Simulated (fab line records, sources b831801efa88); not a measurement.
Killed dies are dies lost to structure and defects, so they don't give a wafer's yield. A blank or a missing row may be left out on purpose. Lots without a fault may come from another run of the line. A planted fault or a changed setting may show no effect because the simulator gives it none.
fab line records | flow gf180mcu
record lots=5 wafers=15 last_day=34
route steps=602 shown M3@422 V3@429 M4@456
lots that met no fault: from a run of the same line without faults
start_h: hours from the record's first day to the start of the lot's first wafer shown | wait_h: hours since the lot's step before | " the same as in the row above | L1.1+2: a row that stands for several wafers | - no value, or no start given | * or withheld: withheld | < > ~ a bound
route shown NAME@n: a module of which the file shows steps, and the number in the route of the first | usual: mean/standard deviation of fault-free wafers | same: alike in all rows | chamber/n: place in a boat | sites: the reading at each site | _std_site: their standard deviation | _edge_site: outer sites' mean less inner sites' | radius_mm: how far each site lies from the wafer's centre | mask NAME#n: copy n | behind: the tool/chamber that last shaped the wafer | hold: why the lot was held/for how many hours/how that ended | device: the transistor (n, p or np) that didn't switch | end of line: the same wafers' tests at the end of the route | a step without rows: its recipe alone | killed: dies lost to structure and defects at the first sort, not the wafer's yield | map: a wafer's dies, x killed, . not, _ none there
set.NAME: the setting as run; set.NAME@STEP: as run at that earlier step | model.NAME: the simulator's own value behind a step, which no gauge read
lots at some steps of the route; a table a step, a row a wafer
services: from which hour (start_h, from the record's first day; less than 0 if before it) a tool's chamber was out of use, for how many hours, and why
## steps
# step GF_M3_DEVELOP_13
# recipe develop_time_s=60 dev_temp_c=21
# columns lot.wafer tool chamber start_h wait_h
L075.1+2+4 litho_track-02 0 498.26 0.2
L085.1+3+6 litho_track-01 0 601.10 0.2
L089.2+5+6 litho_track-04 0 620.63 0.2
L090.1+4+6 litho_track-04 0 626.05 0.2
L095.1+2+5 litho_track-01 0 658.30 0.2
# step GF_M3_CD_MEAS_14
# recipe target_cd_nm=280
# usual cd_nm=279.3/1.2
# columns lot.wafer tool chamber start_h wait_h cd_nm
L075.1 cd_sem-02 - 498.41 0.1 279.3
L075.2 " - " " 278.2
L075.4 " - " " 279.4
L085.1 cd_sem-02 - 601.25 0.1 279.9
L085.3 " - " " 280.7
L085.6 " - " " 280.9
L089.2 cd_sem-01 - 620.77 0.1 280.7
L089.5 " - " " 279.3
L089.6 " - " " 279.4
L090.1 cd_sem-01 - 626.20 0.1 280.5
L090.4 " - " " 279.9
L090.6 " - " " 281.8
L095.1 cd_sem-01 - 658.45 0.1 278.4
L095.2 " - " " 279.7
L095.5 " - " " 278.1
# step GF_M3_OVL_MEAS_15
# usual M3_OVL=2/4.9
# columns lot.wafer tool chamber start_h wait_h M3_OVL[nm]
L075.1 overlay-02 - 498.53 0.1 1
L075.2 " - " " -3
L075.4 " - " " -2
L085.1 overlay-01 - 601.37 0.1 6
L085.3 " - " " 2
L085.6 " - " " 2
L089.2 overlay-01 - 620.88 0.1 -9
L089.5 " - " " -3
L089.6 " - " " -10
L090.1 overlay-01 - 626.32 0.1 -4
L090.4 " - " " 0
L090.6 " - " " -5
L095.1 overlay-02 - 658.57 0.1 -1
L095.2 " - " " -8
L095.5 " - " " -4
# step GF_M3_METAL_ETCH_16
# recipe chemistry=Cl2/BCl3 mask_material=KrF target_depth_nm=750.8 stop_on=SiO2 pressure_mtorr=8 icp_w=800 bias_w=140 Cl2_flow_sccm=80 bcl3_flow_sccm=40 time_s=125.1
# usual drypump_motor_current_A=5.7/0.61 oes_product_au=0.988/0.006 throttle_valve_pct=28.233/0.011
# same time_s=125.1
# columns lot.wafer tool chamber start_h wait_h drypump_motor_current_A oes_product_au rf_hours_counter_h throttle_valve_pct
L075.1 rie_metal-04 1 498.57 0.0 5.5 0.977 9 28.241
L075.2 " 0 " " 6.4 0.984 11 28.224
L075.4 " 1 " " 5.5 0.980 - 28.238
L085.1 rie_metal-03 1 601.41 0.0 6.1 0.995 7 28.222
L085.3 " 1 " " 6.1 0.994 - 28.222
L085.6 " 0 " " 6.1 0.989 - 28.233
L089.2 rie_metal-04 0 620.91 0.0 6.4 0.977 15 28.245
L089.5 " 0 " " 6.4 0.980 - 28.244
L089.6 " 1 " " 5.6 0.993 - 28.234
L090.1 rie_metal-01 0 626.36 0.0 6.1 0.997 6 28.241
L090.4 " 0 " " 6.1 0.995 - 28.234
L090.6 " 0 " " 6.1 0.995 - 28.227
L095.1 rie_metal-01 0 658.60 0.0 6.1 0.994 7 28.237
L095.2 " 1 " " 4.7 0.995 13 28.237
L095.5 " 1 " " 4.7 0.987 - 28.247
# step GF_M3_STRIP_17
# recipe chemistry=O2/N2 power_w=1400 pressure_mtorr=1500 platen_temp_c=250 o2_flow_sccm=3000 n2_flow_sccm=300 overash_fraction=0.5
# usual drypump_motor_current_A=5.6/0.48 heater_power_w=316/43 oes_product_au=0.539/0.0047 strip_time_to_endpoint_s=7.41/0.058
# columns lot.wafer tool chamber start_h wait_h drypump_motor_current_A heater_power_w oes_product_au rf_hours_counter_h strip_time_to_endpoint_s
L075.1 plasma_asher-04 1 498.69 0.1 4.8 299 0.546 74 7.49
L075.2 " 0 " " 6.0 318 0.546 74 7.48
L075.4 " 1 " " 4.8 300 0.540 - 7.49
L085.1 plasma_asher-04 1 601.53 0.1 4.7 300 0.536 83 7.37
L085.3 " 1 " " 4.7 309 0.537 - 7.37
L085.6 " 1 " " 4.7 299 0.542 - 7.46
L089.2 plasma_asher-02 0 621.04 0.1 5.8 295 0.534 99 7.43
L089.5 " 0 " " 5.8 287 0.535 - 7.42
L089.6 " 1 " " 6.0 296 0.539 - 7.38
L090.1 plasma_asher-03 1 626.49 0.1 5.5 316 0.534 21 7.36
L090.4 " 0 " " 5.7 444 0.538 - 7.36
L090.6 " 0 " " 5.7 435 0.541 - 7.37
L095.1 plasma_asher-03 1 658.73 0.1 5.5 314 0.547 24 7.42
L095.2 " 0 " " 5.8 432 0.545 24 7.49
L095.5 " 1 " " 5.4 312 0.535 - 7.45
# step GF_M3_STRIP_18
# recipe chemistry=post_etch_residue_remover time_s=1200 temp_c=72.5
# same time_s=1200
# columns lot.wafer tool chamber start_h wait_h
L075.1+2+4 wet_bench-04 1 498.79 0.1
L085.1+3+6 wet_bench-01 0 601.63 0.1
L089.2+5+6 wet_bench-04 1 621.14 0.1
L090.1+4+6 wet_bench-02 2 626.59 0.1
L095.1+2+5 wet_bench-04 0 658.83 0.1
# step GF_M3_CLEAN_19
# recipe chemistry=DIW dry=n2_spin
# columns lot.wafer tool chamber start_h wait_h
L075.1+2+4 wet_bench-02 1 499.14 0.0
L085.1+3+6 wet_bench-02 3 601.98 0.0
L089.2+5+6 wet_bench-04 1 621.48 0.0
L090.1+4+6 wet_bench-01 1 626.93 0.0
L095.1+2+5 wet_bench-02 2 659.18 0.0
# step GF_V3_CVD_00
# recipe material=SiO2 target_thk_nm=600 sigma_open_frac=0.3 temp_c=400 time_s=100 sih4_flow_sccm=60 pressure_mtorr=6
# same time_s=100
# columns lot.wafer tool chamber start_h wait_h
L075.1+2+4 hdpcvd-01 1,2,0 499.23 0.0
L085.1+3+6 hdpcvd-01 2,0,1 602.07 0.0
L089.2+5+6 hdpcvd-01 1,1,2 621.57 0.0
L090.1+4+6 hdpcvd-02 2,2,1 627.03 0.0
L095.1+2+5 hdpcvd-01 0,2,1 659.28 0.0
# step GF_V3_THK_MEAS_01
# recipe reads=SiO2_of_V3_CVD_00
# usual V3_CVD_00_THK=598/8
# columns lot.wafer tool chamber start_h wait_h V3_CVD_00_THK[nm]
L075.1 film_metro-03 - 499.30 0.0 601
L075.2 " - " " 607
L075.4 " - " " 603
L085.1 film_metro-02 - 602.14 0.0 597
L085.3 " - " " 606
L085.6 " - " " 588
L089.2 film_metro-02 - 621.65 0.0 595
L089.5 " - " " 594
L089.6 " - " " 598
L090.1 film_metro-03 - 627.10 0.0 591
L090.4 " - " " 584
L090.6 " - " " 594
L095.1 film_metro-02 - 659.35 0.0 610
L095.2 " - " " 606
L095.5 " - " " 598
# step GF_V3_CVD_02
# recipe material=SiO2 target_thk_nm=850 precursor=TEOS temp_c=400 time_s=94.851 rf_w=600
# usual heater_power_outer_w=394/70 heater_power_w=667/100
# same time_s=94.851
# columns lot.wafer tool chamber start_h wait_h heater_power_outer_w heater_power_w
L075.1 pecvd-03 0 499.36 0.1 342 603
L075.2 " 1 " " 300 561
L075.4 " 2 " " 385 659
L085.1 pecvd-01 1 602.20 0.1 488 797
L085.3 " 2 " " 405 745
L085.6 " 2 " " 429 801
L089.2 pecvd-01 1 621.70 0.0 406 705
L089.5 " 2 " " 329 640
L089.6 " 0 " " 270 501
L090.1 pecvd-04 2 627.16 0.1 432 689
L090.4 " 2 " " 463 749
L090.6 " 1 " " 446 730
L095.1 pecvd-04 2 659.41 0.1 442 729
L095.2 " 0 " " 441 645
L095.5 " 1 " " 331 593
# step GF_V3_THK_MEAS_03
# recipe reads=SiO2_of_V3_CVD_02
# usual V3_CVD_02_THK=849/11
# columns lot.wafer tool chamber start_h wait_h V3_CVD_02_THK[nm]
L075.1 film_metro-01 - 499.43 0.0 830
L075.2 " - " " 835
L075.4 " - " " 846
L085.1 film_metro-02 - 602.27 0.0 850
L085.3 " - " " 838
L085.6 " - " " 854
L089.2 film_metro-02 - 621.78 0.0 843
L089.5 " - " " 857
L089.6 " - " " 844
L090.1 film_metro-02 - 627.23 0.0 852
L090.4 " - " " 868
L090.6 " - " " 863
L095.1 film_metro-01 - 659.48 0.0 852
L095.2 " - " " 840
L095.5 " - " " 874
# step GF_V3_CMP_04
# recipe material=SiO2 down_force_psi=4 platen_rpm=60 pad_velocity_m_s=0.94248
# usual motor_current_A=11.7/0.88 platen_rpm=60.00/0.04 slurry_filter_dp_kPa=13.50/0.15 time_to_endpoint_s=80/5.2
# columns lot.wafer tool chamber start_h wait_h motor_current_A platen_rpm slurry_filter_dp_kPa time_to_endpoint_s
L075.1 cmp-01 1 499.49 0.1 10.5 60.00 13.59 77
L075.2 " 2 " " 11.3 60.03 13.55 73
L075.4 " 0 " " 11.5 59.95 13.62 77
L085.3 cmp-02 1 602.43 0.1 13.3 60.01 13.28 83
L085.1 " 2 " " 11.7 59.94 13.36 79
L085.6 " 0 " " 11.0 60.02 13.40 85
L089.2 cmp-02 1 621.88 0.1 12.7 60.07 13.36 82
L089.6 " 0 " " 11.5 60.01 13.38 78
L089.5 " 1 " " 12.7 60.03 13.58 85
L090.4 cmp-01 2 627.34 0.1 11.6 59.93 13.60 81
L090.1 " 0 " " 12.1 60.06 13.49 76
L090.6 " 2 " " 11.2 59.95 13.42 81
L095.1 cmp-02 1 659.64 0.1 12.4 60.03 13.57 83
L095.2 " 2 " " 12.9 59.88 13.49 72
L095.5 " 0 " " 11.7 60.01 13.59 92
# step GF_V3_BOW_MEAS_05
# recipe mode=bow
# usual V3_BOW=117/9.6
# columns lot.wafer tool chamber start_h wait_h V3_BOW[um]
L075.1 film_metro-01 - 499.79 0.2 127
L075.2 " - " " 133
L075.4 " - " " 118
L085.1 film_metro-02 - 602.63 0.1 108
L085.3 " - " " 120
L085.6 " - " " 125
L089.2 film_metro-03 - 622.15 0.2 121
L089.5 " - " " 141
L089.6 " - " " 126
L090.1 film_metro-02 - 627.59 0.1 113
L090.4 " - " " 110
L090.6 " - " " 123
L095.1 film_metro-01 - 659.84 0.1 118
L095.2 " - " " 115
L095.5 " - " " 112
# step GF_V3_DEHYDRATE_06
# recipe temp_c=200 time_s=60
# same time_s=60
# columns lot.wafer tool chamber start_h wait_h
L075.1+2+4 litho_track-04 0 510.35 10.5
L085.1+3+6 litho_track-02 0 613.41 10.8
L089.2+5+6 litho_track-04 0 631.87 9.7
L090.1+4+6 litho_track-03 0 638.14 10.5
L095.1+2+5 litho_track-02 0 668.31 8.5
# step GF_V3_HMDS_07
# recipe prime_time_s=60 prime_temp_c=120
# usual prime_temp_c=120.00/0.11
# same prime_time_s=60
# columns lot.wafer tool chamber start_h wait_h prime_temp_c
L075.1 litho_track-04 0 510.50 0.1 120.19
L075.2 " 0 " " 120.11
L075.4 " 0 " " 120.05
L085.1 litho_track-02 0 613.56 0.1 120.11
L085.3 " 0 " " 120.02
L085.6 " 0 " " 119.87
L089.2 litho_track-04 0 632.02 0.1 120.11
L089.5 " 0 " " 120.17
L089.6 " 0 " " 120.00
L090.1 litho_track-03 0 638.29 0.1 120.16
L090.4 " 0 " " 119.95
L090.6 " 0 " " 119.92
L095.1 litho_track-02 0 668.46 0.1 119.99
L095.2 " 0 " " 120.05
L095.5 " 0 " " 119.95
# step GF_V3_COAT_08
# recipe resist=BARC temp_c=withheld time_s=withheld spin_rpm=withheld resist_thk_nm=withheld
# columns lot.wafer tool chamber start_h wait_h
L075.1+2+4 litho_track-04 0 510.65 0.1
L085.1+3+6 litho_track-02 0 613.71 0.1
L089.2+5+6 litho_track-04 0 632.17 0.1
L090.1+4+6 litho_track-03 0 638.44 0.1
L095.1+2+5 litho_track-02 0 668.61 0.1
# step GF_V3_COAT_09
# recipe resist=KrF spin_rpm=withheld resist_thk_nm=1000
# columns lot.wafer tool chamber start_h wait_h
L075.1+2+4 litho_track-04 0 - -
L085.1+3+6 litho_track-02 0 - -
L089.2+5+6 litho_track-04 0 - -
L090.1+4+6 litho_track-03 0 - -
L095.1+2+5 litho_track-02 0 - -
# step GF_V3_SOFTBAKE_10
# recipe temp_c=130 time_s=60 resist=KrF
# same time_s=60
# columns lot.wafer tool chamber start_h wait_h
L075.1+2+4 litho_track-04 0 - -
L085.1+3+6 litho_track-02 0 - -
L089.2+5+6 litho_track-04 0 - -
L090.1+4+6 litho_track-03 0 - -
L095.1+2+5 litho_track-02 0 - -
# step GF_V3_EXPOSE_11
# recipe mask_id=Via3 target_cd_nm=260 na=0.68 source_shape=conventional sigma_outer=0.6 dose_mj=38
# same sigma_outer=0.6
# columns lot.wafer tool chamber start_h wait_h mask
L075.1+2+4 krf_scanner-01 0 - - Via3#0
L085.1+3+6 krf_scanner-01 0 - - Via3#0
L089.2+5+6 krf_scanner-02 0 - - Via3#0
L090.1+4+6 krf_scanner-02 0 - - Via3#0
L095.1+2+5 krf_scanner-01 0 - - Via3#0
# step GF_V3_PEB_12
# recipe peb_temp_c=135 peb_time_s=90 resist=KrF
# columns lot.wafer tool chamber start_h wait_h
L075.1+2+4 litho_track-02 0 - -
L085.1+3+6 litho_track-04 0 - -
L089.2+5+6 litho_track-02 0 - -
L090.1+4+6 litho_track-02 0 - -
L095.1+2+5 litho_track-04 0 - -
# step GF_V3_DEVELOP_13
# recipe develop_time_s=60 resist=KrF dev_temp_c=21
# columns lot.wafer tool chamber start_h wait_h
L075.1+2+4 litho_track-02 0 522.86 0.2
L085.1+3+6 litho_track-04 0 623.75 0.2
L089.2+5+6 litho_track-02 0 641.93 0.2
L090.1+4+6 litho_track-02 0 648.06 0.2
L095.1+2+5 litho_track-04 0 679.30 0.2
# step GF_V3_CD_MEAS_14
# recipe target_cd_nm=260
# usual cd_nm=260.1/1.1
# columns lot.wafer tool chamber start_h wait_h cd_nm
L075.1 cd_sem-01 - 523.01 0.1 259.1
L075.2 " - " " 258.3
L075.4 " - " " 259.4
L085.1 cd_sem-01 - 623.90 0.1 259.2
L085.3 " - " " 260.6
L085.6 " - " " 260.2
L089.2 cd_sem-02 - 642.08 0.1 260.2
L089.5 " - " " 259.9
L089.6 " - " " 261.6
L090.1 cd_sem-02 - 648.21 0.1 261.5
L090.4 " - " " 262.0
L090.6 " - " " 259.9
L095.1 cd_sem-02 - 679.45 0.1 259.3
L095.2 " - " " 259.9
L095.5 " - " " 259.7
# step GF_V3_OVL_MEAS_15
# usual V3_OVL=1/5.3
# columns lot.wafer tool chamber start_h wait_h V3_OVL[nm]
L075.1 overlay-01 - 523.13 0.1 2
L075.2 " - " " -8
L075.4 " - " " -4
L085.1 overlay-01 - 624.02 0.1 4
L085.3 " - " " 8
L085.6 " - " " -7
L089.2 overlay-02 - 642.18 0.1 -7
L089.5 " - " " 3
L089.6 " - " " -3
L090.1 overlay-02 - 648.33 0.1 -9
L090.4 " - " " 6
L090.6 " - " " 1
L095.1 overlay-02 - 679.57 0.1 3
L095.2 " - " " -8
L095.5 " - " " 5
# step GF_V3_ETCH_16
# recipe chemistry=N2/H2 target_depth_a=withheld overetch_a=withheld time_s=withheld target=BARC ion_energy_ev=200 source_w=500 bias_w=100 pressure_mtorr=30 n2_flow_sccm=100 h2_flow_sccm=200
# usual drypump_motor_current_A=5.6/0.43 oes_product_au=0.855/0.0043 throttle_valve_pct=13.226/0.0098
# columns lot.wafer tool chamber start_h wait_h drypump_motor_current_A oes_product_au throttle_valve_pct
L075.1 rie_diel-04 0 523.17 0.0 5.8 0.846 13.228
L075.2 " 2 " " 5.1 0.857 13.223
L075.4 " 3 " " 5.9 0.859 13.235
L085.1 rie_diel-01 1 624.06 0.0 5.7 0.850 13.210
L085.3 " 3 " " 5.8 0.857 13.230
L085.6 " 3 " " 5.8 0.858 13.233
L089.2 rie_diel-04 0 642.21 0.0 5.8 0.856 13.231
L089.5 " 2 " " 5.1 0.854 13.230
L089.6 " 3 " " 5.9 0.863 13.230
L090.1 rie_diel-04 3 648.36 0.0 5.8 0.854 13.226
L090.4 " 1 " " 4.8 0.851 13.206
L090.6 " 0 " " 5.8 0.861 13.227
L095.1 rie_diel-04 0 679.61 0.0 5.8 0.855 13.228
L095.2 " 2 " " 5.1 0.852 13.207
L095.5 " 0 " " 5.8 0.848 13.214
# step GF_V3_ETCH_17
# recipe chemistry=C4F8/O2/Ar mask_material=KrF target=SiO2 stop_on=TiN source_w=1500 bias_w=1200 pressure_mtorr=40 c4f8_flow_sccm=withheld O2_flow_sccm=6 Ar_flow_sccm=300 time_s=withheld target_depth_a=6350
# usual oes_product_au=0.855/0.0047
# columns lot.wafer tool chamber start_h wait_h oes_product_au
L075.1 rie_diel-04 0 - - 0.855
L075.2 " 2 " " 0.847
L075.4 " 3 " " 0.851
L085.1 rie_diel-01 1 - - 0.853
L085.3 " 3 " " 0.856
L085.6 " 3 " " 0.857
L089.2 rie_diel-04 0 - - 0.860
L089.5 " 2 " " 0.854
L089.6 " 3 " " 0.861
L090.1 rie_diel-04 3 - - 0.860
L090.4 " 1 " " 0.852
L090.6 " 0 " " 0.857
L095.1 rie_diel-04 0 - - 0.855
L095.2 " 2 " " 0.853
L095.5 " 0 " " 0.860
# step GF_V3_STRIP_18
# recipe chemistry=O2/N2 power_w=1400 pressure_mtorr=1500 platen_temp_c=250 o2_flow_sccm=3000 n2_flow_sccm=300 overash_fraction=0.5
# usual drypump_motor_current_A=5.4/0.54 heater_power_w=299/25 oes_product_au=0.591/0.0048
# columns lot.wafer tool chamber start_h wait_h drypump_motor_current_A heater_power_w oes_product_au rf_hours_counter_h
L075.1 plasma_asher-04 1 523.29 - 4.8 299 0.596 76
L075.2 " 0 " " 6.1 312 0.591 76
L075.4 " 1 " " 4.8 297 0.595 -
L085.1 plasma_asher-01 0 624.19 - 4.8 332 0.580 49
L085.3 " 0 " " 4.8 334 0.595 -
L085.6 " 0 " " 4.8 332 0.590 -
L089.2 plasma_asher-01 0 642.34 - 4.8 325 0.587 51
L089.5 " 1 " " 5.7 253 0.599 -
L089.6 " 0 " " 4.8 325 0.594 -
L090.1 plasma_asher-01 1 648.49 - 5.7 262 0.589 52
L090.4 " 1 " " 5.7 269 0.596 -
L090.6 " 0 " " 4.8 327 0.597 -
L095.1 plasma_asher-02 0 679.73 - 5.9 296 0.599 105
L095.2 " 1 " " 6.0 297 0.585 105
L095.5 " 1 " " 6.0 288 0.593 -
# step GF_V3_STRIP_19
# recipe chemistry=post_etch_residue_remover time_s=1200 temp_c=72.5
# same time_s=1200
# columns lot.wafer tool chamber start_h wait_h
L075.1+2+4 wet_bench-03 0 523.39 0.1
L085.1+3+6 wet_bench-02 1 624.29 0.1
L089.2+5+6 wet_bench-02 2 642.44 0.1
L090.1+4+6 wet_bench-03 1 648.59 0.1
L095.1+2+5 wet_bench-01 3 679.83 0.1
# step GF_V3_CLEAN_20
# recipe chemistry=DIW dry=n2_spin
# columns lot.wafer tool chamber start_h wait_h
L075.1+2+4 wet_bench-02 0 523.77 0.0
L085.1+3+6 wet_bench-03 3 624.66 0.0
L089.2+5+6 wet_bench-01 1 642.82 0.0
L090.1+4+6 wet_bench-01 1 648.93 0.0
L095.1+2+5 wet_bench-02 1 680.21 0.0
# step GF_V3_SPUTTER_21
# recipe material=Ti target_thk_nm=15 chamber_pressure_pa=5 power_w=2500 substrate_temp_c=200 time_s=80.02
# usual throttle_valve_pct=29.8/1.3
# same time_s=80.02
# columns lot.wafer tool chamber start_h wait_h throttle_valve_pct
L075.1 pvd_sputter-03 - 523.86 0.0 30.0
L075.2 " - " " 30.1
L075.4 " - " " 30.1
L085.1 pvd_sputter-01 - 624.76 0.0 27.3
L085.3 " - " " 28.3
L085.6 " - " " 29.5
L089.2 pvd_sputter-01 - 642.92 0.0 28.1
L089.5 " - " " 29.6
L089.6 " - " " 29.4
L090.1 pvd_sputter-01 - 649.03 0.0 28.1
L090.4 " - " " 27.0
L090.6 " - " " 29.3
L095.1 pvd_sputter-03 - 680.31 0.0 30.3
L095.2 " - " " 30.0
L095.5 " - " " 30.3
# step GF_V3_SPUTTER_22
# recipe material=TiN target_thk_nm=10 chamber_pressure_pa=5 power_w=4000 time_s=40
# usual throttle_valve_pct=29.8/1.3
# same time_s=40
# columns lot.wafer tool chamber start_h wait_h throttle_valve_pct
L075.1 pvd_sputter-03 - 523.92 0.0 30.1
L075.2 " - " " 30.2
L075.4 " - " " 30.0
L085.1 pvd_sputter-01 - 624.82 0.0 27.0
L085.3 " - " " 28.2
L085.6 " - " " 29.4
L089.2 pvd_sputter-01 - 642.98 0.0 28.1
L089.5 " - " " 29.4
L089.6 " - " " 29.2
L090.1 pvd_sputter-01 - 649.09 0.0 28.0
L090.4 " - " " 26.8
L090.6 " - " " 29.5
L095.1 pvd_sputter-03 - 680.37 0.0 30.0
L095.2 " - " " 30.2
L095.5 " - " " 30.2
# step GF_V3_CVD_23
# recipe material=W target_thk_nm=350 time_s=104.9 temp_c=400 pressure_torr=40
# usual heater_power_outer_w=565/56 heater_power_w=891/36
# same time_s=104.9
# columns lot.wafer tool chamber start_h wait_h heater_power_outer_w heater_power_w
L075.1 cvd_w-02 1 523.96 0.0 564 900
L075.2 " 0 " " 565 911
L075.4 " 0 " " 563 905
L085.1 cvd_w-01 0 624.86 0.0 494 836
L085.3 " 0 " " 503 829
L085.6 " 0 " " 484 848
L089.2 cvd_w-02 0 643.02 0.0 555 903
L089.5 " 0 " " 554 898
L089.6 " 1 " " 579 915
L090.1 cvd_w-02 0 649.13 0.0 555 920
L090.4 " 1 " " 580 897
L090.6 " 1 " " 566 906
L095.1 cvd_w-01 1 680.41 0.0 640 930
L095.2 " 0 " " 493 874
L095.5 " 0 " " 487 853
# step GF_V3_RS_MEAS_24
# recipe thk_meas_gauge=four-point-probe reads=W_of_V3_CVD_23+TiN_of_V3_SPUTTER_22+Ti_of_V3_SPUTTER_21
# usual V3_W_RS=0.332/0.0044
# columns lot.wafer tool chamber start_h wait_h V3_W_RS[ohm/sq]
L075.1 film_metro-01 - 524.07 0.1 0.327
L075.2 " - " " 0.331
L075.4 " - " " 0.327
L085.1 film_metro-02 - 624.97 0.1 0.337
L085.3 " - " " 0.333
L085.6 " - " " 0.336
L089.2 film_metro-03 - 643.15 0.1 0.334
L089.5 " - " " 0.336
L089.6 " - " " 0.336
L090.1 film_metro-02 - 649.24 0.1 0.332
L090.4 " - " " 0.335
L090.6 " - " " 0.335
L095.1 film_metro-02 - 680.52 0.1 0.331
L095.2 " - " " 0.336
L095.5 " - " " 0.335
# step GF_V3_THK_MEAS_25
# recipe thk_meas_gauge=xrf reads=W_of_V3_CVD_23
# usual V3_W_THK=347/5.4
# columns lot.wafer tool chamber start_h wait_h V3_W_THK[nm]
L075.1 film_metro-01 - 524.19 0.1 351
L075.2 " - " " 345
L075.4 " - " " 349
L085.1 film_metro-02 - 625.09 0.1 339
L085.3 " - " " 342
L085.6 " - " " 339
L089.2 film_metro-03 - 643.26 0.1 344
L089.5 " - " " 344
L089.6 " - " " 343
L090.1 film_metro-02 - 649.36 0.1 349
L090.4 " - " " 345
L090.6 " - " " 344
L095.1 film_metro-02 - 680.64 0.1 349
L095.2 " - " " 341
L095.5 " - " " 346
# step GF_V3_CMP_26
# recipe stop_on=SiO2 down_force_psi=3.5 platen_rpm=60 t_overpolish_s=15 target_thk_nm=0 pad_velocity_m_s=0.94248
# usual motor_current_A=10.7/0.8 overpolish_run_s=15.000/0.0093 platen_rpm=60.00/0.031 slurry_filter_dp_kPa=13.48/0.14 time_to_endpoint_s=86/4.4
# same t_overpolish_s=15
# columns lot.wafer tool chamber start_h wait_h motor_current_A overpolish_run_s platen_rpm slurry_filter_dp_kPa time_to_endpoint_s
L075.2 cmp-01 2 524.30 0.1 10.4 14.991 60.01 13.39 82
L075.4 " 3 " " 11.8 15.012 60.05 13.56 88
L075.1 " 0 " " 10.6 15.016 59.98 13.60 84
L085.1 cmp-01 3 625.15 0.1 11.6 14.996 60.05 13.80 80
L085.3 " 0 " " 10.4 15.008 60.03 13.56 75
L085.6 " 0 " " 10.2 14.997 60.01 13.26 80
L089.2 cmp-02 1 643.41 0.1 11.1 15.007 59.98 13.35 86
L089.5 " 3 " " 9.8 14.993 59.99 13.33 78
L089.6 " 0 " " 10.2 14.984 59.99 13.23 82
L090.4 cmp-02 2 649.52 0.1 11.4 14.996 60.03 13.49 78
L090.1 " 3 " " 9.9 15.009 60.03 13.33 79
L090.6 " 1 " " 11.6 15.011 59.99 13.38 87
L095.2 cmp-01 0 680.70 0.0 10.6 14.995 60.01 13.47 82
L095.1 " 2 " " 10.7 14.999 59.98 13.70 82
L095.5 " 1 " " 9.9 14.995 60.04 13.38 88
# step GF_M4_SPUTTER_00
# recipe material=Ti target_thk_nm=37.5 arriving_ion_energy_ev=80 substrate_temp_c=200 chamber_pressure_pa=2 power_w=4000 time_s=150
# usual throttle_valve_pct=30.3/1.2
# same time_s=150
# columns lot.wafer tool chamber start_h wait_h throttle_valve_pct
L075.1 pvd_sputter-02 - 524.55 0.1 30.5
L075.2 " - " " 28.8
L075.4 " - " " 31.5
L085.1 pvd_sputter-04 - 625.45 0.2 27.7
L085.3 " - " " 31.2
L085.6 " - " " 31.1
L089.2 pvd_sputter-02 - 643.61 0.1 31.6
L089.5 " - " " 30.4
L089.6 " - " " 29.0
L090.1 pvd_sputter-03 - 649.72 0.1 30.5
L090.4 " - " " 30.1
L090.6 " - " " 31.1
L095.1 pvd_sputter-02 - 681.00 0.1 31.6
L095.2 " - " " 31.2
L095.5 " - " " 31.4
# step GF_M4_SPUTTER_01
# recipe material=TiN target_thk_nm=30 power_w=6500 time_s=25 chamber_pressure_pa=0.4
# usual throttle_valve_pct=30.3/1.2
# same time_s=25
# columns lot.wafer tool chamber start_h wait_h throttle_valve_pct
L075.1 pvd_sputter-02 - 524.65 0.1 30.5
L075.2 " - " " 29.0
L075.4 " - " " 31.8
L085.1 pvd_sputter-04 - 625.55 0.1 28.1
L085.3 " - " " 31.0
L085.6 " - " " 31.2
L089.2 pvd_sputter-02 - 643.71 0.1 31.4
L089.5 " - " " 30.8
L089.6 " - " " 29.1
L090.1 pvd_sputter-03 - 649.82 0.1 30.0
L090.4 " - " " 30.2
L090.6 " - " " 31.1
L095.1 pvd_sputter-02 - 681.10 0.1 31.6
L095.2 " - " " 31.2
L095.5 " - " " 31.8
# step GF_M4_SPUTTER_02
# recipe material=AlCu target_thk_nm=450 power_w=10600 time_s=23.9 chamber_pressure_pa=0.4
# usual throttle_valve_pct=30.3/1.2
# same time_s=23.9
# columns lot.wafer tool chamber start_h wait_h throttle_valve_pct
L075.1 pvd_sputter-02 - 524.68 0.0 30.6
L075.2 " - " " 28.9
L075.4 " - " " 31.9
L085.1 pvd_sputter-04 - 625.58 0.0 27.8
L085.3 " - " " 31.2
L085.6 " - " " 30.8
L089.2 pvd_sputter-02 - 643.74 0.0 31.9
L089.5 " - " " 30.5
L089.6 " - " " 28.9
L090.1 pvd_sputter-03 - 649.85 0.0 30.2
L090.4 " - " " 30.1
L090.6 " - " " 31.2
L095.1 pvd_sputter-02 - 681.13 0.0 31.9
L095.2 " - " " 31.0
L095.5 " - " " 31.7
# step GF_M4_SPUTTER_03
# recipe material=Ti target_thk_nm=10 substrate_temp_c=300 chamber_pressure_pa=0.3 power_w=3000 time_s=6.7
# usual throttle_valve_pct=30.3/1.2
# same time_s=6.7
# columns lot.wafer tool chamber start_h wait_h throttle_valve_pct
L075.1 pvd_sputter-02 - 524.71 0.0 30.5
L075.2 " - " " 29.1
L075.4 " - " " 31.7
L085.1 pvd_sputter-04 - 625.61 0.0 27.7
L085.3 " - " " 30.9
L085.6 " - " " 31.0
L089.2 pvd_sputter-02 - 643.77 0.0 31.6
L089.5 " - " " 30.6
L089.6 " - " " 29.3
L090.1 pvd_sputter-03 - 649.88 0.0 30.2
L090.4 " - " " 30.1
L090.6 " - " " 31.0
L095.1 pvd_sputter-02 - 681.16 0.0 31.8
L095.2 " - " " 31.3
L095.5 " - " " 31.8
## services
# columns tool chamber start_h hours kind
krf_scanner-01 - 493.57 4.4 pm
pvd_sputter-01 - 495.11 29.0 repair
rie_diel-04 1 504.65 1.5 repair
cmp-02 - 519.18 3.3 repair
cmp-01 - 527.03 1.0 repair
hdpcvd-01 - 539.25 15.0 pm
cmp-02 - 561.06 11.1 pm
pvd_sputter-03 - 566.69 3.4 repair
cmp-02 - 572.69 4.0 pm
cmp-02 - 589.84 4.5 pm
hdpcvd-01 - 613.76 4.2 repair
cmp-01 - 620.22 0.8 repair
pvd_sputter-04 - 620.55 1.0 repair
hdpcvd-01 - 622.17 2.8 pm
cmp-01 - 627.69 1.4 repair
pvd_sputter-02 - 633.50 4.0 repair
rie_diel-04 1 634.97 10.4 repair
rie_diel-04 1 657.75 2.4 repair
cmp-01 - 659.90 0.9 repair
cmp-01 - 661.19 5.1 repair
pvd_sputter-02 - 669.83 8.2 repair
hdpcvd-01 1 673.92 13.3 repair
hdpcvd-01 0 674.87 3.8 repair
cmp-02 - 680.70 4.1 repair
## key
fault none
